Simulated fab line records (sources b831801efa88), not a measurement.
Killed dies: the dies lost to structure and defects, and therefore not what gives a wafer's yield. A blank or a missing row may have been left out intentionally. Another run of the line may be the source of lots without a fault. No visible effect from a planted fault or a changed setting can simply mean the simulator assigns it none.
Comparing a struck lot with a sound one -- flow sky130 -- 17 out of 708 route steps
Sound: these wafers, L983.1, L983.4, L983.6. Wafers struck: L981.3, L981.4, L981.5. The cause is named last.
Each step with rows lists, per side, the tool, then ch with its chambers, then its first start. Under that, the readings that differ: sound wafers -- struck wafers -- difference of the means -- sigmas: that difference in standard deviations of wafers without a fault.
alike: same words and numbers on both sides, and readings whose means sit less than 2 such deviations apart. not compared: any withheld reading, any reading some wafer has no value for, any bound like >300 that may hide the same value, and any number with overlapping values for which the record gives no deviation.
The two part at a step that has a row with sigmas, a row that says differs or no value, or rows on one side only. Non-overlapping numbers with no deviation appear without sigmas and do not part them. A reading that every wafer of one side lacks parts them only if that side has two wafers or more.

first, 3 steps without rows for these wafers: SKY_VIA1_STRIP_17 (strips in post etch residue remover, time 1200 s); SKY_VIA1_CLEAN_18 (cleans in IPA, time 180 s); SKY_VIA1_CLEAN_19 (cleans in O3/DIW).
SKY_VIA1_SPUTTER_20: material TiN, target thk 20 nm, time 80 s.
  sound on pvdSputter-01 at day 36 20:44; struck on pvdSputter-04 at day 36 16:21
  alike: cathodeDcPowerW, chamberPressurePa, throttleValvePct
SKY_VIA1_CVD_21: deposits W, target thk 270 nm, time 80.902 s.
  sound on cvdW-01 ch 1, day 36 20:48; struck on cvdW-01 ch 0,1, day 36 16:27
  alike: heaterPowerW
SKY_VIA1_RS_MEAS_22: a four-point-probe measurement.
  sound on filmMetro-03 at day 36 20:53; struck on filmMetro-02 at day 36 16:33
  alike: VIA1_W_RS
SKY_VIA1_THK_MEAS_23: measures by xrf.
  sound on filmMetro-03 at day 36 21:01; struck on filmMetro-02 at day 36 16:39
  alike: VIA1_W_THK
then, 1 step without rows for these wafers: SKY_VIA1_CMP_24 (polishes, stops on SiO2, t overpolish 15 s, target thk 0 nm).
SKY_METAL2_SPUTTER_00: material Ti, target thk 15 nm, time 10 s.
  sound on pvdSputter-03 at day 36 21:22; struck on pvdSputter-03 at day 36 16:59
  alike: cathodeDcPowerW, chamberPressurePa, throttleValvePct
then, 1 step without rows for these wafers: SKY_METAL2_SPUTTER_01 (material TiN, target thk 20 nm, time 16.7 s).
SKY_METAL2_SPUTTER_02: material AlCu, target thk 250 nm, time 12.9 s.
  sound on pvdSputter-03 at day 36 21:25; struck on pvdSputter-03 at day 36 17:02
reading,sound,struck,difference,sigmas
chamberPressurePa (Pa),0.3989 0.3993 0.3986,0.4010 0.4013 0.4005,+0.0020,+3
  alike: cathodeDcPowerW, throttleValvePct
SKY_METAL2_SPUTTER_03: material Ti, target thk 5 nm, time 3.3 s.
  sound on pvdSputter-03 at day 36 21:26; struck on pvdSputter-03 at day 36 17:04
  alike: cathodeDcPowerW, chamberPressurePa, throttleValvePct
SKY_METAL2_SPUTTER_04: material TiN, target thk 70 nm, time 58.3 s.
  sound on pvdSputter-03 at day 36 21:28; struck on pvdSputter-03 at day 36 17:05
  no value came back on the struck wafers for cathodeDcPowerW (W), chamberPressurePa (Pa), throttleValvePct (%); on the sound wafers cathodeDcPowerW (W) reads 6499.8 6500.6 6500.6
SKY_METAL2_RS_MEAS_05: a four-point-probe measurement.
  sound on filmMetro-01 at day 36 21:31; struck on filmMetro-02 at day 36 17:10
  alike: METAL2_ALCU_RS
SKY_METAL2_THK_MEAS_06: measures by xrf.
  sound on filmMetro-01 at day 36 21:38; struck on filmMetro-02 at day 36 17:16
reading,sound,struck,difference,sigmas
METAL2_ALCU_THK (nm),238 240 242,283 281 280,+41,+11
then, 1 step without rows for these wafers: SKY_METAL2_DEHYDRATE_07 (time 60 s).
-- the record jumps here: 11 days lie between the struck wafers' starts before and after (it left off in module METAL2 and takes up again in module PAD_OPEN, whose first step shown is number 708 of the route) --
SKY_PAD_OPEN_PROBE_99:
  sound on prober-02 at day 48 00:55; struck on prober-02 at day 47 19:35
reading,sound,struck,difference,sigmas
killedAtOther,0 0 0,2 0 1,+1,+2
model.etest.via2Chain.rcOhm,9.644 9.676 9.883,15.68 15.07 15.56,+5.70,
  alike: defectLimitedYield, killed_at_M0_to_M3, killed_at_M4_up, killedAtContacts, killedAtFrontEnd, killedDies, killedOpen, killedShort, sort_bin_3_pad_short, sort_bin_5_function, sort_bin_6_memory, sortNPass, sortYieldPct

## WHERE THEY PART
First at SKY_METAL2_SPUTTER_02; last, within this record, at SKY_PAD_OPEN_PROBE_99.

WHY: whatever the simulator had introduced
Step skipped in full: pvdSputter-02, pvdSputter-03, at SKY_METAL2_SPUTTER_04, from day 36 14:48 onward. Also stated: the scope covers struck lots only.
